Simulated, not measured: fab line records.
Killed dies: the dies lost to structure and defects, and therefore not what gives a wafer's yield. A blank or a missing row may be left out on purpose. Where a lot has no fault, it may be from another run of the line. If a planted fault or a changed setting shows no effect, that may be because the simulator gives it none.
Matching of chambers / flow sky130 / SKY_VIA4_HDPCVD_00 on hdpcvd-01: 3 sister chambers
The step deposits SiO2, target thk 1750 nm, time 291.7 s. 3 wafers are shown with their chamber, then 7 later ones without.

== WAFERS, EACH WITH ITS CHAMBER ==
wafer=L984.1; chamber=2; run length s (s)=320.1
wafer=L986.5; chamber=1; run length s (s)=319.2
wafer=L989.5; chamber=0; run length s (s)=319.2

== WAFERS WITHOUT THEIR CHAMBER ==
wafer=L989.6; run length s (s)=319.4
wafer=L994.3; run length s (s)=320.0
wafer=L994.4; run length s (s)=319.5
wafer=L994.6; run length s (s)=318.8
wafer=L996.5; run length s (s)=320.3
wafer=L998.6; run length s (s)=320.1
wafer=L999.5; run length s (s)=320.7

== THE CHAMBER EACH PASSED THROUGH ==
wafer=L989.6; from the rows above=can't be placed: 0 or 1 or 2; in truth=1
wafer=L994.3; from the rows above=2; in truth=2
wafer=L994.4; from the rows above=can't be placed: 0 or 1 or 2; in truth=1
wafer=L994.6; from the rows above=can't be placed: 0 or 1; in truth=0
wafer=L996.5; from the rows above=2; in truth=2
wafer=L998.6; from the rows above=2; in truth=2
wafer=L999.5; from the rows above=2; in truth=2
4 of 7 placed correctly. From these rows, 3 cannot be placed; in 3 the true chamber is one of the candidates. Number placed wrongly: 0.
How it was worked out, from the rows above alone: a wafer's distance from a chamber is the root of the sum, over the readings, of the square of ((its reading less the chamber's mean) divided by the reading's scatter). The wafer belongs to the nearest chamber; if the next one is less than 2 further off, it can't be placed. A chamber's mean is the mean of its shown wafers. The scatter (one wafer shown for each chamber): square how far every hidden wafer sits from the nearest shown wafer, average those squares and take the square root.
